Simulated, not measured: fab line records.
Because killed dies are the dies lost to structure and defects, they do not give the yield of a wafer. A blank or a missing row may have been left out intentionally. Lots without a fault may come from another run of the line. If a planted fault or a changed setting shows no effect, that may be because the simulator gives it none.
A lot that was struck, set against a sound lot -- flow sky130 -- 17 steps out of a route of 708
Sound: wafers L240.1, L240.2, L240.3. Struck: wafers L251.1, L251.6. (L251.3 of the same lot was not struck and is left out.) The cause comes at the end.
Order at every step that has rows: each side's tool, ch and its chambers, its first start. Under that, the readings that differ: sound wafers -- struck wafers -- difference of the means -- sigmas: that difference in standard deviations of wafers without a fault.
alike: words and numbers the same on both sides, and readings whose means are apart by under 2 such deviations; not compared: readings that were withheld, readings missing a value for some wafer, numbers with overlapping values and no deviation given by the record, and bounds like >300 which may hide the same value.
A row with sigmas, a row that says differs or no value, or rows on one side alone: a step with any of these is where the two part. Numbers that have no deviation but don't overlap get no sigmas and don't part them. A reading that every wafer of one side lacks parts them only if that side has two wafers or more.

first, 3 steps without rows for these wafers: SKY_VIA2_EXPOSE_09 (exposes mask VIM2, target cd 200 nm); SKY_VIA2_PEB_10; SKY_VIA2_DEVELOP_11 (develop time 60 s).
SKY_VIA2_CD_MEAS_12: target cd 200 nm.
  sound: cdSem-01 at day 38 00:44; struck: cdSem-01 at day 41 04:29
  alike: cdNm
SKY_VIA2_OVL_MEAS_13:
  sound: overlay-02 at day 38 00:52; struck: overlay-01 at day 41 04:37
  alike: VIA2_OVL
SKY_VIA2_ETCH_14: etches BARC in N2/H2, stops on SiO2, time 45.9 s, target depth 60 nm.
  sound on rieDiel-04 ch 1,2,3, day 38 00:53; struck on rieDiel-04 ch 0,3, day 41 04:38
  alike: chamberPressureMTorr, drypumpMotorCurrentA, oesProductAu, throttleValvePct
  not compared: rfHoursCounterH
SKY_VIA2_ETCH_15: etches SiO2 in C4F8/O2/Ar, stops on TiN, target depth 546 nm, time 84 s.
  sound on rieDiel-04 ch 1,2,3, day 38 00:56; struck on rieDiel-04 ch 0,3, day 41 04:41
  alike: chamberPressureMTorr, oesProductAu
  not compared: rfHoursCounterH
SKY_VIA2_STRIP_16: strips in O2/N2.
  sound on plasmaAsher-02 ch 0,1, day 38 01:00; struck on plasmaAsher-01 ch 0,1, day 41 04:45
  alike: chamberPressureMTorr, drypumpMotorCurrentA, oesProductAu, stripTimeToEndpointS
  not compared: rfHoursCounterH
then, 3 steps without rows for these wafers: SKY_VIA2_STRIP_17 (strips in post etch residue remover, time 1200 s); SKY_VIA2_CLEAN_18 (cleans in IPA, time 180 s); SKY_VIA2_CLEAN_19 (cleans in O3/DIW).
SKY_VIA2_SPUTTER_20: material TiN, target thk 20 nm, time 80 s.
  sound: pvdSputter-02 at day 38 01:35; struck: pvdSputter-02 at day 41 05:22
  alike: throttleValvePct
SKY_VIA2_CVD_21: deposits W, target thk 420 nm, time 126.4 s.
  sound on cvdW-01 ch 0,1, day 38 01:39; struck on cvdW-01 ch 0, day 41 05:26
reading,sound,struck,difference,sigmas
chamberPressureTorr (Torr),40.02 39.99 40.15,34.59 34.63,-5.44,-58
model.W_of_VIA2_CVD_21.thkNm (nm),424.6 419.2 424.6,390.6 389.5,-32.8,
  alike: heaterPowerW
SKY_VIA2_RS_MEAS_22: a four-point-probe measurement.
  sound: filmMetro-04 at day 38 01:47; struck: filmMetro-02 at day 41 05:34
reading,sound,struck,difference,sigmas
VIA2_W_RS (ohm/sq),0.270 0.273 0.270,0.293 0.294,+0.022,+7
SKY_VIA2_THK_MEAS_23: measures by xrf.
  sound: filmMetro-04 at day 38 01:54; struck: filmMetro-02 at day 41 05:41
reading,sound,struck,difference,sigmas
VIA2_W_THK (nm),440 432 440,397 397,-40,-6
SKY_VIA2_CMP_24: polishes, stops on SiO2, t overpolish 20 s, target thk 0 nm.
  sound on cmp-01 ch 1,2,3, day 38 01:58; struck on cmp-02 ch 2,3, day 41 05:44
  alike: motorCurrentA, retainingRingPressureFrac
-- the record jumps here: 8 days lie between the struck wafers' starts before and after (it left off in module VIA2 and takes up again in module PAD_OPEN, whose first step shown is number 708 of the route) --
SKY_PAD_OPEN_PROBE_99:
  sound: prober-02 at day 46 23:35; struck: prober-01 at day 49 13:55
  alike: defectLimitedYield, killed_at_M0_to_M3, killed_at_M4_up, killedAtContacts, killedAtFrontEnd, killedAtOther, killedDies, killedOpen, killedShort, sort_bin_3_pad_short, sort_bin_5_function, sort_bin_6_memory, sortNPass, sortYieldPct

## WHERE THEY PART
First at SKY_VIA2_CVD_21; last, within this record, at SKY_VIA2_THK_MEAS_23. Later steps at which nothing parts them and some readings are alike: SKY_VIA2_CMP_24, SKY_PAD_OPEN_PROBE_99.

WHY: what had been put in by the simulator
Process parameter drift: cvdW-01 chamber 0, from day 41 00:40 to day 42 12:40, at SKY_VIA2_CVD_21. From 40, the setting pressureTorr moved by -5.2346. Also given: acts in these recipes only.
